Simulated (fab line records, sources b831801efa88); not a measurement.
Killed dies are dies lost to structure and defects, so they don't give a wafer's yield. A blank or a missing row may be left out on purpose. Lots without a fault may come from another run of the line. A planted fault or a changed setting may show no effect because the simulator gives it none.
One fault seen from 2 desks | flow gf180mcu | each desk has only its own numbers; what lay behind them comes last

THE TOOL OWNER'S DESK: pvd_sputter-04
The tool's own readings at GF_M4_SPUTTER_02 (material AlCu, target thk 450 nm, time 23.9 s): means of the sampled wafers that have a number, for each lot that ran on this tool. A lot is out of limits, marked OUT, if its mean lies more than 4 standard deviations from the usual mean; the brackets give that distance.
Columns: A = cathode_dc_power_W at GF_M4_SPUTTER_02, usual 10600 W; B = throttle_valve_pct at GF_M4_SPUTTER_02, usual 29.9 %
lot  | first seen here | A     | B
L268 | day 23 04:58    | 10600 | 30.0
L269 | day 23 22:50    | 10601 | 30.3
L274 | day 25 03:40    | 10600 | 29.3
L277 | day 26 11:26    | 10598 | 29.1
L282 | day 27 18:52    | 10600 | 29.5
This desk's finding: nothing out of limits on any of the 5 lots.

THE METROLOGY DESK
What the gauges read, lot by lot, whatever tool the lot ran on: means of the sampled wafers that have a number. A lot is out of limits, marked OUT, if its mean lies more than 4 standard deviations from the usual mean; the brackets give that distance.
Columns: A = PASSIVATION_BOW at GF_PASSIVATION_BOW_MEAS_14, usual 138 um
lot  | first seen here | A
L266 | day 29 06:46    | 140
L267 | day 29 07:42    | 135
L268 | day 29 16:09    | 150
L269 | day 30 07:11    | 148
L273 | day 31 00:59    | 122
L274 | day 31 07:04    | 148
L277 | day 32 10:00    | 154
L282 | day 33 10:55    | 141
L284 | day 33 23:25    | 134
L285 | day 34 07:35    | 127
L287 | day 34 16:35    | 129
L288 | day 34 17:50    | 138
L289 | day 34 21:51    | 143
This desk's finding: nothing out of limits on any of the 13 lots.

PUT TOGETHER
The tool owner's desk saw nothing out of limits.
The metrology desk saw nothing out of limits.

WHAT THE SIMULATOR HAD PUT IN
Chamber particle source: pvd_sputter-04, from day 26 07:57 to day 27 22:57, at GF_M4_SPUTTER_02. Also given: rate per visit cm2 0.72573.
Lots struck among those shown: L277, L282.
